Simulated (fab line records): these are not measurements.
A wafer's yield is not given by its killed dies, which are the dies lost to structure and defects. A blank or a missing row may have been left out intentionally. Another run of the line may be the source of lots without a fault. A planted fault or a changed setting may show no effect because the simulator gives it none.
Problem report, 8D (eight disciplines) form, completed by code	flow sfq-line	the parts of the form that need people (team, actions taken, sign-off) are left out

## 1. PROBLEM STATEMENT
R5_MONX_RS at SFQ_R5_RS_MEAS_933 reads a mean of 7.75 ohm/sq on 1 wafer of 1 lot; wafers without a fault read 7.05 ohm/sq with a standard deviation of 0.12. That is +5.8 standard deviations from the usual mean.
The step: measures by four-point-probe.
First seen on wafer L266.6, day 52 23:42, on film-metro-03. Wafers with a number at this step in the record: 39, from 13 lots. The rule behind "out" and "out of limits": a value lying over 4 standard deviations away from the usual mean. Any other wafer with a number is counted as sound.

## 2. WHAT IT IS, WHAT IT ISN'T
question	is	is not
which readings at this step	R5_MONX_RS	-
which lots	L266	L254, L255, L256, L257, L259, L260, L261, L262, L264, L265, L270, L275
which wafers of those lots	L266.6	L266.2, L266.3
read on which gauges	film-metro-03	film-metro-01, film-metro-02
when	from day 52 23:42	up to then (32 sound wafers); but 6 sound wafers of L270, L275 came after

## 3. WHAT RULES OUT EACH SUSPECT
Counting: a tool at a process step up to the reading stays a suspect if it ran every lot that is out. Sound lots after the first of them don't rule it out here, since some wafers of a struck lot are sound.
- the gauge at SFQ_R5_RS_MEAS_933: kept. All the wafers that are out were read on film-metro-03, and no step on other tools shows them out.
- pvd-sputter-03 at SFQ_TRILAYER_R5_DEP_SPUTTER_133 (material MoNx, target thk 40 nm, time 66.7 s): kept. It processed L266, the lot that is out, at day 52 23:36, and its most recent sound lot before then was L265 at day 52 18:40.
Left after counting: pvd-sputter-03 at SFQ_TRILAYER_R5_DEP_SPUTTER_133, film-metro-03 at SFQ_R5_RS_MEAS_933.

## 4. THE CAUSE (what the simulator had put in)
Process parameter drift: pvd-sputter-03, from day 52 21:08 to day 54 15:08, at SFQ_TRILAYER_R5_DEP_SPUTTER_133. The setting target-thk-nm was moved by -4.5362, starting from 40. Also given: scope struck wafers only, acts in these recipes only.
Of the 2 suspects that counting leaves, this tool is one.

## 5. THE EFFECT CHAIN, in route order
One row per reading whose mean, taken over the struck wafers that have a number, lies over 3 standard deviations from the usual. Only readings for which the record gives a usual standard deviation are gone through. hours: the time from each lot's start at the first step in this table that gives one to its start at this step, as a median over the lots. sigmas: the change in usual standard deviations.
hours	step	reading	usual	on struck wafers	change	sigmas
0	SFQ_R5_RS_MEAS_933	R5_MONX_RS	7.05 ohm/sq	7.75	+0.70	+5.8
0	SFQ_R5_THK_MEAS_934	R5_MONX_THK	39.2 nm	35.3	-3.9	-5.7

## 6. HOW IT WOULD HAVE BEEN CAUGHT EARLIER
3 hours passed between the start of the fault at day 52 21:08 and the first reading out of limits at a measuring or inspecting step in this record, taken at day 52 23:42.
No tool reading at SFQ_TRILAYER_R5_DEP_SPUTTER_133 that has a usual standard deviation in the record was out on any struck wafer, so an alarm limit of 4 standard deviations on those readings would not have fired.
All the lots that are out (1) had begun SFQ_TRILAYER_R5_DEP_SPUTTER_133 on pvd-sputter-03 by day 52 23:42. Had the tool been put on hold then, not one of them would have been saved.
